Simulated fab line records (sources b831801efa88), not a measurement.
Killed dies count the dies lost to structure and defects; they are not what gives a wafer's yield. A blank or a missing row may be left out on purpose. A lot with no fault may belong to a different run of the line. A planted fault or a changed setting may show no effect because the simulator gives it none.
The same fault as seen by 2 desks + flow sky130 + numbers are kept per desk, each desk with only its own; the story behind them comes last

THE TOOL OWNER'S DESK: implanter-01
SKY_LDD_LDN_IMPLANT_08, tool's own readings: per-lot mean of the sampled wafers with a number, covering each lot this tool ran. If a lot's mean is further than 4 standard deviations from the usual mean, the lot is out of limits and carries the mark OUT (the distance appears in the brackets).
Columns: A = beam-energy-keV at SKY_LDD_LDN_IMPLANT_08, usual 14.999; B = faraday-current-uA at SKY_LDD_LDN_IMPLANT_08, usual 70.5
| lot  | first seen here | A                        | B    |
|------|-----------------|--------------------------|------|
| L706 | day 22 18:11    | 15.003                   | 70.1 |
| L707 | day 23 07:05    | 14.994                   | 70.7 |
| L715 | day 26 19:45    | 19.649 (+99 or more) OUT | 68.9 |
| L716 | day 27 13:38    | 19.642 (+99 or more) OUT | 70.9 |
| L717 | day 27 15:36    | 19.650 (+99 or more) OUT | 70.6 |
| L728 | day 30 10:03    | 15.003                   | 68.6 |
This desk's verdict: out of limits on L715, L716, L717, starting with L715 at day 26 19:45 (beam-energy-keV at SKY_LDD_LDN_IMPLANT_08). Within limits: L706, L707, L728.

THE METROLOGY DESK
Means of the sampled wafers that have a number, per lot and without regard to the tool the lot ran on: this is what the gauges read. If a lot's mean is further than 4 standard deviations from the usual mean, the lot is out of limits and carries the mark OUT (the distance appears in the brackets).
Columns: A = VT_ADJUST_HVTR_OVL at SKY_VT_ADJUST_HVTR_OVL_MEAS_08, usual 0.7 nm; B = SONOS_TUNNEL_OVL at SKY_SONOS_TUNNEL_OVL_MEAS_08, usual 0.9 nm; C = SONOS_TUNNEL_TW at SKY_SONOS_TUNNEL_TW_MEAS_12, usual 197.1; D = LDD_LDN_TW at SKY_LDD_LDN_TW_MEAS_13, usual 1479
| lot  | first seen here | A    | B   | C     | D               |
|------|-----------------|------|-----|-------|-----------------|
| L706 | day 9 08:28     | 0.6  | 0.4 | 196.7 | 1487            |
| L707 | day 9 19:16     | -0.5 | 1.1 | 198.0 | 1475            |
| L708 | day 10 00:04    | 0.4  | 2.5 | 195.3 | 1476            |
| L710 | day 11 04:55    | 2.4  | 0.6 | 198.5 | 1476            |
| L712 | day 12 00:31    | -1.0 | 1.4 | 198.3 | 1471            |
| L715 | day 12 18:50    | -0.8 | 1.6 | 197.3 | 1516 (+6.1) OUT |
| L716 | day 13 07:47    | -1.7 | 0.3 | 197.4 | 1509 (+5.1) OUT |
| L718 | day 13 09:59    | 1.2  | 1.2 | 198.0 | 1488            |
| L717 | day 13 10:22    | -0.9 | 0.5 | 196.5 | 1514 (+5.8) OUT |
| L721 | day 14 00:14    | 1.2  | 1.0 | 195.2 | 1473            |
| L725 | day 15 08:59    | 1.2  | 2.4 | 195.8 | 1477            |
| L728 | day 16 09:14    | 1.4  | 2.0 | 195.5 | 1481            |
| L729 | day 16 19:38    | 0.6  | 0.8 | 196.3 | 1481            |
Per this desk, out of limits: L715, L716, L717; the first was L715, day 26 20:25 (LDD_LDN_TW at SKY_LDD_LDN_TW_MEAS_13). Within limits: L706, L707, L708, L710, L712, L718, L721, L725, L728, L729.

ALL TOGETHER
The tool owner's desk could have raised an alarm at day 26 19:45, on L715, L716, L717.
On L715, L716, L717, the metrology desk was in a position to raise an alarm at day 26 20:25.
On implanter-01, each named lot ran SKY_LDD_LDN_IMPLANT_08.

WHAT THE SIMULATOR HAD PUT IN
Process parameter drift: implanter-01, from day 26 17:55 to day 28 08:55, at SKY_LDD_LDN_IMPLANT_08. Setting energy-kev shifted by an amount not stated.
Shown lots that were struck: L715, L716, L717.
Time in hours from fault onset to the first out-of-limits reading at each desk: tool owner's desk 2, metrology desk 2.
